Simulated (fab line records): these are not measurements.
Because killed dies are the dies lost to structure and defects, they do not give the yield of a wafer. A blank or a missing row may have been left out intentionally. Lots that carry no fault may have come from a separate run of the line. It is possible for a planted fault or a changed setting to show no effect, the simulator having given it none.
Which of the tools did it? -- flow gf180mcu -- 42 wafers from 15 lots sampled at 6 of the route's 602 steps

== WHAT THE GAUGES SHOWED, per wafer ==
GF_HV_LDD_CD_MEAS_19: the cd target is 400 nm. Usual: cd-nm reads 399.4 nm (standard deviation 1.9).
lot,measured,on,cd-nm (nm),flag
L864,day 11 03:34,cd-sem-02,398.3 398.8 398.7,
L865,day 11 09:10,cd-sem-02,400.5 397.7 396.6,
L866,day 11 15:37,cd-sem-01,398.8 399.1 399.3,
L867,day 11 21:07,cd-sem-02,397.7 395.8 396.2,
L868,day 12 10:37,cd-sem-02,399.9 399.7 399.2,
L869,day 12 12:34,cd-sem-01,399.1 401.3 399.1,
L870,day 12 20:01,cd-sem-02,400.0 402.9 397.7,
L872,day 13 13:18,cd-sem-01,402.9 400.5 402.7,
L873,day 13 18:57,cd-sem-01,399.8 398.6 398.3,
L874,day 14 02:04,cd-sem-02,401.1 399.4 397.6,
L880,day 16 03:05,cd-sem-01,398.3 398.8,
L881,day 16 08:40,cd-sem-02,402.0 400.1,
L882,day 17 04:40,cd-sem-02,395.0 400.2,
L885,day 17 19:49,cd-sem-02,397.2 398.6 400.1,
L886,day 18 01:38,cd-sem-02,400.3 402.9 401.9,

GF_NSD_TW_MEAS_12. Usual: NSD_TW typically reads 4278, with standard deviation 32.
lot,measured,on,NSD_TW,flag
L864,day 13 18:43,film-metro-01,4319 4324 4318,
L865,day 14 00:43,film-metro-03,4268 4278 4241,
L866,day 14 07:18,film-metro-02,4284 4285 4311,
L867,day 14 13:05,film-metro-02,4287 4291 4277,
L868,day 15 05:59,film-metro-02,4275 4271 4295,
L869,day 15 06:06,film-metro-01,4284 4283 4299,
L870,day 15 15:41,film-metro-02,4301 4286 4296,
L872,day 16 09:29,film-metro-02,4269 4276 4291,
L873,day 16 17:07,film-metro-03,4318 4290 4294,
L874,day 17 00:55,film-metro-01,4268 4267 4281,
L880,day 19 03:59,film-metro-02,4304 4290,
L881,day 19 11:08,film-metro-02,4310 4318,
L882,day 20 10:20,film-metro-01,4298 4315,
L885,day 21 00:23,film-metro-01,4336 4291 4319,
L886,day 21 06:38,film-metro-01,4323 4299 4294,

GF_PSD_RS_MEAS_14: measures by four-point-probe. Usual: NSD_RS typically reads 46.18 ohm/sq, with standard deviation 0.092.
lot,measured,on,NSD_RS (ohm/sq),flag
L864,day 14 15:38,film-metro-03,46.08 46.21 46.16,
L865,day 14 21:50,film-metro-03,46.16 46.03 46.09,
L866,day 15 04:31,film-metro-01,46.13 46.10 46.26,
L867,day 15 10:59,film-metro-03,46.24 46.22 46.30,
L868,day 16 04:25,film-metro-03,46.20 46.09 46.14,
L869,day 16 04:38,film-metro-02,46.03 46.12 46.01,
L870,day 16 14:19,film-metro-01,46.15 46.25 46.21,
L872,day 17 07:47,film-metro-03,46.17 46.17 46.09,
L873,day 17 15:44,film-metro-02,46.14 46.27 46.15,
L874,day 18 00:25,film-metro-02,46.22 46.21 46.25,
L880,day 20 04:11,film-metro-02,47.08 46.13,OFF
L881,day 20 12:17,film-metro-02,47.29 46.23,OFF
L882,day 21 10:39,film-metro-02,47.10 46.05,OFF
L885,day 22 00:50,film-metro-03,46.39 46.21 46.25,
L886,day 22 06:35,film-metro-01,46.08 46.06 46.20,

GF_SAB_THK_MEAS_01. Usual: SAB_CVD_00_THK typically reads 49.8 nm, with standard deviation 0.75.
lot,measured,on,SAB_CVD_00_THK (nm),flag
L864,day 14 15:53,film-metro-04,49.4 50.0 50.6,
L865,day 14 22:05,film-metro-04,49.1 51.3 50.3,
L866,day 15 04:46,film-metro-03,48.4 49.1 49.5,
L867,day 15 11:14,film-metro-03,49.8 49.8 50.6,
L868,day 16 04:40,film-metro-01,49.5 50.3 50.0,
L869,day 16 04:53,film-metro-03,49.7 51.0 50.5,
L870,day 16 14:34,film-metro-04,48.5 49.8 50.0,
L872,day 17 08:02,film-metro-01,49.2 47.8 49.5,
L873,day 17 16:00,film-metro-03,50.5 49.8 51.6,
L874,day 18 00:40,film-metro-04,50.7 50.3 50.9,
L880,day 20 04:26,film-metro-04,49.2 49.7,
L881,day 20 12:32,film-metro-04,49.2 49.7,
L882,day 21 10:53,film-metro-04,49.7 50.6,
L885,day 22 01:05,film-metro-03,48.8 50.0 50.3,
L886,day 22 06:50,film-metro-04,50.1 48.4 50.5,

== WHAT TOOL EACH LOT RAN ON (gives the tool, then ch and the chambers of the sampled wafers, and finally the start) ==
lot,GF_NSD_IMPLANT_10,GF_NSD_STRIP_11
L864,"implanter-04 ch 0, day 13 18:29","plasma-asher-03 ch 0,1, day 13 18:37"
L865,"implanter-04 ch 0, day 14 00:28","plasma-asher-02 ch 0, day 14 00:37"
L866,"implanter-04 ch 0, day 14 07:04","plasma-asher-02 ch 0,1, day 14 07:11"
L867,"implanter-02 ch 0, day 14 12:50","plasma-asher-02 ch 0,1, day 14 12:58"
L868,"implanter-03 ch 0, day 15 05:45","plasma-asher-03 ch 0,1, day 15 05:53"
L869,"implanter-04 ch 0, day 15 05:52","plasma-asher-01 ch 0,1, day 15 05:59"
L870,"implanter-03 ch 0, day 15 15:28","plasma-asher-02 ch 0,1, day 15 15:36"
L872,"implanter-03 ch 0, day 16 09:14","plasma-asher-01 ch 0,1, day 16 09:23"
L873,"implanter-04 ch 0, day 16 16:52","plasma-asher-03 ch 0,1, day 16 17:01"
L874,"implanter-04 ch 0, day 17 00:41","plasma-asher-01 ch 0,1, day 17 00:49"
L880,"implanter-04 ch 0, day 19 03:44","plasma-asher-02 ch 0,1, day 19 03:53"
L881,"implanter-04 ch 0, day 19 10:55","plasma-asher-03 ch 0,1, day 19 11:03"
L882,"implanter-04 ch 0, day 20 10:07","plasma-asher-02 ch 0, day 20 10:15"
L885,"implanter-02 ch 0, day 21 00:10","plasma-asher-03 ch 0,1, day 21 00:17"
L886,"implanter-03 ch 0, day 21 06:23","plasma-asher-03 ch 0,1, day 21 06:31"
- GF_NSD_IMPLANT_10
- GF_NSD_STRIP_11: strips in O2/N2.

== WHAT THE TOOLS THEMSELVES READ (means of the sampled wafers that have a number; where no wafer has one, the mark that the record gives instead) ==
GF_NSD_IMPLANT_10. Usual: beam-on-s 10.01 s, standard deviation 0.2; faraday-current-uA 2785, standard deviation 55.
lot,tool,beam-on-s (s),faraday-current-uA,flag
L864,implanter-04,10.06,2776,
L865,implanter-04,9.86,2829,
L866,implanter-04,10.02,2772,
L867,implanter-02,10.00,2781,
L868,implanter-03,10.13,2748,
L869,implanter-04,10.08,2759,
L870,implanter-03,10.05,2782,
L872,implanter-03,10.00,2796,
L873,implanter-04,10.19,2733,
L874,implanter-04,10.13,2750,
L880,implanter-04,9.25,3022,OFF
L881,implanter-04,9.42,2986,OFF
L882,implanter-04,9.34,3002,OFF
L885,implanter-02,10.00,2787,
L886,implanter-03,10.15,2750,

GF_NSD_STRIP_11. Usual: drypump-motor-current-A 5.5 A, standard deviation 0.48; heater-power-w 339 W, standard deviation 57; o2-flow-sccm 3000 sccm, standard deviation 8.5; oes-product-au 0.487 a.u., standard deviation 0.005; platen-temp-c 250.00 C, standard deviation 0.17; strip-time-to-endpoint-s 22.97 s, standard deviation 0.035.
lot,tool,drypump-motor-current-A (A),heater-power-w (W),o2-flow-sccm (sccm),oes-product-au (a.u.),platen-temp-c (C),strip-time-to-endpoint-s (s),flag
L864,plasma-asher-03,5.7,281,3000,0.482,249.98,23.00,
L865,plasma-asher-02,5.2,314,3004,0.490,250.03,23.00,
L866,plasma-asher-02,5.2,384,3014,0.486,250.08,23.01,
L867,plasma-asher-02,5.2,348,2990,0.484,249.90,22.98,
L868,plasma-asher-03,5.4,277,2992,0.487,249.94,22.99,
L869,plasma-asher-01,5.9,367,2995,0.488,249.99,23.04,
L870,plasma-asher-02,5.1,346,3000,0.486,249.90,22.96,
L872,plasma-asher-01,6.1,397,3007,0.490,249.95,23.02,
L873,plasma-asher-03,5.4,276,3013,0.484,250.12,22.98,
L874,plasma-asher-01,5.9,365,2996,0.486,250.15,23.00,
L880,plasma-asher-02,5.2,368,2998,0.490,250.00,22.95,
L881,plasma-asher-03,5.6,276,3006,0.480,250.01,22.90,
L882,plasma-asher-02,5.2,318,2986,0.490,250.12,22.88,
L885,plasma-asher-03,5.7,280,3005,0.487,249.90,22.98,
L886,plasma-asher-03,5.8,284,2994,0.486,249.83,22.99,

== THE ANSWER, worked out from the rows above alone ==
Rule: a lot counts as off when the mean over its wafers that have a number is more than 3 standard deviations away from the usual mean. Also off: a lot with no number at a reading for which 4 or more lots have one. Any other lot the step has rows for is counted as sound. First the gauges in route order, then the tools' own readings, where a lot's mean is used as printed above. At the first step where some lot is off, the reading lying furthest off is the one used; lots without a number count as furthest.
Off: L880, L881, L882, seen at GF_PSD_RS_MEAS_14 (NSD_RS).
A tool fits if, at a process step before that reading, it ran every lot that is off, and no sound lot after the first of them. Not tried: the gauges at GF_PSD_RS_MEAS_14; whatever is off there is also off at GF_NSD_IMPLANT_10, on other tools, and gauge error can't account for it. One candidate fits, namely implanter-04 at GF_NSD_IMPLANT_10. A fault onset in the window from L874 (day 17 00:41, its last sound lot) to L880 (day 19 03:44, its first lot off) fits.
The tool's own readings at GF_NSD_IMPLANT_10 bear it out: on the lots that are off they differ by more than 5 times the standard deviation of the sound lots' means. beam-on-s reads 9.34 s there against 10.06 s on the sound lots; faraday-current-uA reads 3003 there against 2772 on the sound lots.

== WHAT THE SIMULATOR HAD INSERTED ==
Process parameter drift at GF_NSD_IMPLANT_10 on implanter-04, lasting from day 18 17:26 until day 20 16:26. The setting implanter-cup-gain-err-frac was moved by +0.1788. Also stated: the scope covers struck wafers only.
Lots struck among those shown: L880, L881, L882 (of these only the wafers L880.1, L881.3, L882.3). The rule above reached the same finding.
